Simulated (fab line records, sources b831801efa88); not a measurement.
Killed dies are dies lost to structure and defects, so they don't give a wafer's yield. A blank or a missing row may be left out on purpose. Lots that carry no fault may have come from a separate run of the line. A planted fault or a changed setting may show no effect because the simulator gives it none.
Check for tools in common || flow gf180mcu || Lots sampled 12, wafers sampled 42

== THE REASON FOR OPENING IT ==
GF_HV_LDD_RS_MEAS_53, reading HV_LDD_RS: flagged on 2 of 12 lots. No-fault wafers: 418.7 ohm/sq, standard deviation 0.79.
Rule: a lot is flagged when every wafer of it that has a number lies more than 4 standard deviations from that mean, or none has a number. The other lots count as sound.

{"lot": "L524", "measured": "day 12 10:01", "on": "film_metro-01", "HV_LDD_RS (ohm/sq), wafer by wafer": "419.3 419.1 419.4", "flag": ""}
{"lot": "L525", "measured": "day 12 14:31", "on": "film_metro-03", "HV_LDD_RS (ohm/sq), wafer by wafer": "418.0 418.9 416.6", "flag": ""}
{"lot": "L527", "measured": "day 13 12:19", "on": "film_metro-01", "HV_LDD_RS (ohm/sq), wafer by wafer": "418.5 418.6 418.7", "flag": ""}
{"lot": "L528", "measured": "day 13 20:36", "on": "film_metro-01", "HV_LDD_RS (ohm/sq), wafer by wafer": "418.6 419.1 419.2", "flag": ""}
{"lot": "L529", "measured": "day 14 15:13", "on": "film_metro-01", "HV_LDD_RS (ohm/sq), wafer by wafer": "405.2 404.6 405.4 404.5 404.1 405.2", "flag": "FLAGGED"}
{"lot": "L532", "measured": "day 15 02:43", "on": "film_metro-01", "HV_LDD_RS (ohm/sq), wafer by wafer": "405.9 405.2 405.1 405.8 405.0 405.5", "flag": "FLAGGED"}
{"lot": "L534", "measured": "day 15 20:44", "on": "film_metro-04", "HV_LDD_RS (ohm/sq), wafer by wafer": "418.0 418.3 418.8", "flag": ""}
{"lot": "L540", "measured": "day 17 18:52", "on": "film_metro-03", "HV_LDD_RS (ohm/sq), wafer by wafer": "417.1 417.5 417.0", "flag": ""}
{"lot": "L541", "measured": "day 17 21:09", "on": "film_metro-01", "HV_LDD_RS (ohm/sq), wafer by wafer": "420.3 419.2 419.1", "flag": ""}
{"lot": "L543", "measured": "day 18 19:47", "on": "film_metro-03", "HV_LDD_RS (ohm/sq), wafer by wafer": "418.2 419.7 418.8", "flag": ""}
{"lot": "L545", "measured": "day 19 09:19", "on": "film_metro-03", "HV_LDD_RS (ohm/sq), wafer by wafer": "419.2 419.4 419.2", "flag": ""}
{"lot": "L546", "measured": "day 19 16:01", "on": "film_metro-03", "HV_LDD_RS (ohm/sq), wafer by wafer": "417.5 418.7 418.9", "flag": ""}
The numbers of the flagged lots are 405.1 ohm/sq on average: -13.6 ohm/sq against the usual, or -17 standard deviations.

== EACH LOT AND THE TOOL IT RAN ON ==
The record keeps 1 process step preceding the reading, out of 602 steps on the route. Cell contents, in order: the tool; ch with the chambers the sampled wafers went through; the start.
{"lot": "L524", "flag": "", "GF_HV_LDD_IMPLANT_09": "implanter-03 ch 0, day 10 01:46"}
{"lot": "L525", "flag": "", "GF_HV_LDD_IMPLANT_09": "implanter-03 ch 0, day 10 06:11"}
{"lot": "L527", "flag": "", "GF_HV_LDD_IMPLANT_09": "implanter-03 ch 0, day 11 01:14"}
{"lot": "L528", "flag": "", "GF_HV_LDD_IMPLANT_09": "implanter-03 ch 0, day 11 09:01"}
{"lot": "L529", "flag": "FLAGGED", "GF_HV_LDD_IMPLANT_09": "implanter-03 ch 0, day 12 01:05"}
{"lot": "L532", "flag": "FLAGGED", "GF_HV_LDD_IMPLANT_09": "implanter-03 ch 0, day 12 11:21"}
{"lot": "L534", "flag": "", "GF_HV_LDD_IMPLANT_09": "implanter-04 ch 0, day 13 04:27"}
{"lot": "L540", "flag": "", "GF_HV_LDD_IMPLANT_09": "implanter-03 ch 0, day 14 22:16"}
{"lot": "L541", "flag": "", "GF_HV_LDD_IMPLANT_09": "implanter-03 ch 0, day 15 00:52"}
{"lot": "L543", "flag": "", "GF_HV_LDD_IMPLANT_09": "implanter-03 ch 0, day 15 21:51"}
{"lot": "L545", "flag": "", "GF_HV_LDD_IMPLANT_09": "implanter-03 ch 0, day 16 10:13"}
{"lot": "L546", "flag": "", "GF_HV_LDD_IMPLANT_09": "implanter-03 ch 0, day 16 16:32"}
What the steps here do:
- GF_HV_LDD_IMPLANT_09
- GF_HV_LDD_RS_MEAS_53: measures by four-point-probe.

== FLAGGED OVER TOTAL, TOOL BY TOOL (the gauges that took the reading come last) ==
{"step": "GF_HV_LDD_IMPLANT_09", "tool": "implanter-03", "lots run": 11, "flagged": 2, "share of the flagged lots": "all", "sound lots run after its first flagged lot": "5 (L540,L541,L543,L545,L546)"}
{"step": "GF_HV_LDD_IMPLANT_09", "tool": "implanter-04", "lots run": 1, "flagged": 0, "share of the flagged lots": "none", "sound lots run after its first flagged lot": "-"}
{"step": "GF_HV_LDD_RS_MEAS_53", "tool": "film_metro-01", "lots run": 6, "flagged": 2, "share of the flagged lots": "all", "sound lots run after its first flagged lot": "1 (L541)"}
{"step": "GF_HV_LDD_RS_MEAS_53", "tool": "film_metro-03", "lots run": 5, "flagged": 0, "share of the flagged lots": "none", "sound lots run after its first flagged lot": "-"}
{"step": "GF_HV_LDD_RS_MEAS_53", "tool": "film_metro-04", "lots run": 1, "flagged": 0, "share of the flagged lots": "none", "sound lots run after its first flagged lot": "-"}

== WHAT THE TABLE ALLOWS ==
Rows of the table that ran all the flagged lots, 2 in number: implanter-03 at GF_HV_LDD_IMPLANT_09; film_metro-01 at GF_HV_LDD_RS_MEAS_53.
- implanter-03 at GF_HV_LDD_IMPLANT_09: 2 of its 11 lots flagged. Sound lots ran on it after the first flagged one (L540, L541, L543, L545, L546), which a lasting fault on the whole tool wouldn't allow. Its own readings (dose_ions_cm2) fall more than 4 standard deviations out on all wafers of the flagged lots.
- film_metro-01 at GF_HV_LDD_RS_MEAS_53: 2 of its 6 lots flagged. Sound lots ran on it after the first flagged one (L541), which a lasting fault on the whole tool wouldn't allow.
No row of the table ran every flagged lot and no sound lot after the first.

== WHAT THE SIMULATOR HAD INSERTED ==
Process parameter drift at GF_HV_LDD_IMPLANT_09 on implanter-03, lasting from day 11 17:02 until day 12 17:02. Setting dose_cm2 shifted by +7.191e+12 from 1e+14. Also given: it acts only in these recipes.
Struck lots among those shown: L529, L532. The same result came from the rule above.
